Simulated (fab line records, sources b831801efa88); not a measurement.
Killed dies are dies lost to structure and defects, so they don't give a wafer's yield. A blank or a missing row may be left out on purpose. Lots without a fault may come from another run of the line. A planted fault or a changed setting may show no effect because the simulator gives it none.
Which tool did it? | flow gf180mcu | 11 lots, 33 wafers sampled, at 4 steps of a route of 602

WHAT THE GAUGES READ, wafer by wafer
GF_VT_IMPLANT_RS_MEAS_49: measures by four-point-probe.
lot  | measured     | on            | MVPSD_RS (ohm/sq)
L831 | day 7 14:44  | film_metro-01 | 1168.3 1168.8 1173.4
L832 | day 7 22:17  | film_metro-02 | 1168.5 1171.6 1168.3
L834 | day 8 07:44  | film_metro-01 | 1173.6 1175.9 1176.6
L837 | day 9 05:26  | film_metro-02 | 1167.0 1167.3 1168.0
L839 | day 9 20:06  | film_metro-01 | 1171.1 1165.9 1166.8
L840 | day 10 01:35 | film_metro-02 | 1171.0 1170.9 1172.5
L844 | day 11 04:53 | film_metro-02 | 1175.5 1174.7 1171.9
L847 | day 12 01:30 | film_metro-01 | 1189.2 1188.0 1187.9 1190.9 1184.9 1190.1
L848 | day 12 07:12 | film_metro-02 | 1194.3 1193.5 1198.3 1194.6 1194.5 1195.6
L849 | day 12 14:04 | film_metro-03 | 1170.3 1171.9 1173.4
L852 | day 13 08:21 | film_metro-03 | 1168.8 1168.0 1170.2

WHICH TOOL RAN EACH LOT (tool, then ch and the chambers of the sampled wafers, then the start)
lot  | GF_STI_CMP_25                | GF_MVPSD_IMPLANT_08             | GF_VT_IMPLANT_STRIP_20
L831 | cmp-01 ch 1,3, day 2 03:53   | implanter-04 ch 0, day 5 01:37  | plasma_asher-04 ch 0,1, day 6 07:01
L832 | cmp-02 ch 1,3, day 2 11:56   | implanter-01 ch 0, day 5 08:21  | plasma_asher-02 ch 0,1, day 6 13:49
L834 | cmp-01 ch 0,3, day 2 18:32   | implanter-01 ch 0, day 5 18:08  | plasma_asher-03 ch 0,1, day 6 23:50
L837 | cmp-01 ch 2,3, day 3 11:10   | implanter-02 ch 0, day 6 11:44  | plasma_asher-02 ch 0, day 7 19:49
L839 | cmp-01 ch 0,3, day 3 22:22   | implanter-02 ch 0, day 7 01:12  | plasma_asher-04 ch 0,1, day 8 09:08
L840 | cmp-02 ch 0,1,2, day 4 01:37 | implanter-01 ch 0, day 7 04:59  | plasma_asher-04 ch 0,1, day 8 13:57
L844 | cmp-01 ch 0,1,2, day 5 00:13 | implanter-01 ch 0, day 8 06:38  | plasma_asher-04 ch 1, day 9 17:10
L847 | cmp-01 ch 0,1,2, day 5 15:20 | implanter-01 ch 0, day 9 00:50  | plasma_asher-02 ch 0,1, day 10 12:08
L848 | cmp-01 ch 0,2, day 5 19:28   | implanter-01 ch 0, day 9 05:44  | plasma_asher-03 ch 0,1, day 10 17:52
L849 | cmp-01 ch 0,2,3, day 5 23:52 | implanter-04 ch 0, day 9 12:20  | plasma_asher-04 ch 0,1, day 11 00:28
L852 | cmp-02 ch 0,2,3, day 6 15:44 | implanter-04 ch 0, day 10 03:58 | plasma_asher-04 ch 0,1, day 11 16:46
- GF_STI_CMP_25: polishes, stops on Si3N4, t overpolish 33 s, target thk 524.6 nm.
- GF_MVPSD_IMPLANT_08
- GF_VT_IMPLANT_STRIP_20: strips in O2/N2.

THE ANSWER, worked out from the rows above alone
Rule: what is usual is taken from the lots themselves. Put in order of their means at a reading, lots are off if they are a third of the lots or fewer, leave a main group of 4 or more, and stand apart from it by a gap of 3 or more times the standard deviation of the main group's means; of several such gaps the widest counts. A main group whose means are all the same, to the digits that the tables above print for the reading, isn't used. A lot without any number at a reading at which 4 lots or more have one is off too. The other lots that the step has rows for count as sound.
Off: L847, L848, at GF_VT_IMPLANT_RS_MEAS_49 (MVPSD_RS). The main group: mean 1170.7 ohm/sq, standard deviation 2.5.
A tool fits if, at a process step before that reading, it ran every lot that is off, and no sound lot after the first of them. The gauges at GF_VT_IMPLANT_RS_MEAS_49 are tried like those tools. One fits: implanter-01 at GF_MVPSD_IMPLANT_08. Its last sound lot is L844 (day 8 06:38), its first lot that is off L847 (day 9 00:50): a fault that began between those two fits.

WHAT THE SIMULATOR HAD PUT IN
Process parameter drift: implanter-01, from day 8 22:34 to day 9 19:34, at GF_MVPSD_IMPLANT_08. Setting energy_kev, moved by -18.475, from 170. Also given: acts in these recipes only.
Lots struck among those shown: L847, L848. The rule above found the same.
